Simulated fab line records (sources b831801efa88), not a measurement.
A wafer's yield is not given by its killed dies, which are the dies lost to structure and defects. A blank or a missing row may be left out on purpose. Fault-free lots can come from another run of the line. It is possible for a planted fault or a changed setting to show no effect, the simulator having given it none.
Matching of chambers || flow gf180mcu || cmp-01 running GF_V3_CMP_04: 4 sister chambers
The step polishes SiO2. 14 wafers are shown with their chamber, then 6 later ones without.

== EACH WAFER AND ITS CHAMBER ==
{"wafer": "L853.2", "chamber": 0, "motor_current_A (A)": 10.8, "time_to_endpoint_s (s)": 88, "slurry_flow_ml_min": 149.9}
{"wafer": "L853.3", "chamber": 1, "motor_current_A (A)": 12.4, "time_to_endpoint_s (s)": 79, "slurry_flow_ml_min": 149.6}
{"wafer": "L853.4", "chamber": 3, "motor_current_A (A)": 12.7, "time_to_endpoint_s (s)": 90, "slurry_flow_ml_min": 150.1}
{"wafer": "L855.1", "chamber": 0, "motor_current_A (A)": 10.7, "time_to_endpoint_s (s)": 89, "slurry_flow_ml_min": 149.7}
{"wafer": "L855.4", "chamber": 3, "motor_current_A (A)": 12.1, "time_to_endpoint_s (s)": 87, "slurry_flow_ml_min": 150.2}
{"wafer": "L855.5", "chamber": 0, "motor_current_A (A)": 10.5, "time_to_endpoint_s (s)": 79, "slurry_flow_ml_min": 149.4}
{"wafer": "L858.1", "chamber": 0, "motor_current_A (A)": 11.4, "time_to_endpoint_s (s)": 81, "slurry_flow_ml_min": 150.2}
{"wafer": "L858.2", "chamber": 2, "motor_current_A (A)": 12.7, "time_to_endpoint_s (s)": 83, "slurry_flow_ml_min": 149.6}
{"wafer": "L858.4", "chamber": 1, "motor_current_A (A)": 12.5, "time_to_endpoint_s (s)": 82, "slurry_flow_ml_min": 150.8}
{"wafer": "L860.1", "chamber": 3, "motor_current_A (A)": 12.5, "time_to_endpoint_s (s)": 86, "slurry_flow_ml_min": 150.0}
{"wafer": "L860.2", "chamber": 0, "motor_current_A (A)": 10.0, "time_to_endpoint_s (s)": 83, "slurry_flow_ml_min": 149.3}
{"wafer": "L860.4", "chamber": 1, "motor_current_A (A)": 13.4, "time_to_endpoint_s (s)": 87, "slurry_flow_ml_min": 150.3}
{"wafer": "L861.2", "chamber": 3, "motor_current_A (A)": 12.7, "time_to_endpoint_s (s)": 85, "slurry_flow_ml_min": 149.5}
{"wafer": "L861.3", "chamber": 2, "motor_current_A (A)": 12.8, "time_to_endpoint_s (s)": 82, "slurry_flow_ml_min": 150.2}

SIGNATURES (means of the wafers above)
{"reading": "motor_current_A", "chamber 0": 10.680, "chamber 1": 12.767, "chamber 2": 12.750, "chamber 3": 12.500, "scatter within a chamber": 0.434}
{"reading": "time_to_endpoint_s", "chamber 0": 84.00, "chamber 1": 82.67, "chamber 2": 82.50, "chamber 3": 87.00, "scatter within a chamber": 3.51}
{"reading": "slurry_flow_ml_min", "chamber 0": 149.700, "chamber 1": 150.233, "chamber 2": 149.900, "chamber 3": 149.950, "scatter within a chamber": 0.417}
Rule: for each reading, subtract the chamber's mean from the wafer's reading, divide by that reading's scatter and square the result; add these up over the readings and take the root, which gives the wafer's distance from the chamber. If the next closest chamber is less than 2 further off than the closest, the wafer can't be placed; otherwise it belongs to the closest. The scatter: take each reading less its chamber's mean, square it, sum over the shown wafers, divide by the number of wafers less the number of chambers, and take the root.

== WAFERS WITH NO CHAMBER GIVEN ==
{"wafer": "L861.6", "motor_current_A (A)": 10.4, "time_to_endpoint_s (s)": 89, "slurry_flow_ml_min": 150.2}
{"wafer": "L867.1", "motor_current_A (A)": 12.6, "time_to_endpoint_s (s)": 78, "slurry_flow_ml_min": 150.0}
{"wafer": "L867.3", "motor_current_A (A)": 11.0, "time_to_endpoint_s (s)": 79, "slurry_flow_ml_min": 150.2}
{"wafer": "L871.3", "motor_current_A (A)": 12.8, "time_to_endpoint_s (s)": 83, "slurry_flow_ml_min": 150.2}
{"wafer": "L871.4", "motor_current_A (A)": 12.5, "time_to_endpoint_s (s)": 90, "slurry_flow_ml_min": 150.4}
{"wafer": "L871.5", "motor_current_A (A)": 12.5, "time_to_endpoint_s (s)": 90, "slurry_flow_ml_min": 150.1}

== EACH ONE'S CHAMBER ==
{"wafer": "L861.6", "from the rows above": 0, "in truth": 0}
{"wafer": "L867.1", "from the rows above": "can't be placed: 2 or 1 or 3", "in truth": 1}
{"wafer": "L867.3", "from the rows above": 0, "in truth": 0}
{"wafer": "L871.3", "from the rows above": "can't be placed: 1 or 2 or 3", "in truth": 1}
{"wafer": "L871.4", "from the rows above": "can't be placed: 3 or 1 or 2", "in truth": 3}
{"wafer": "L871.5", "from the rows above": "can't be placed: 3 or 1 or 2", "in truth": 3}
Correct placement for 2 of the 6. From these rows, 4 cannot be placed; in 4 the true chamber is one of the candidates. 0 placed wrongly.
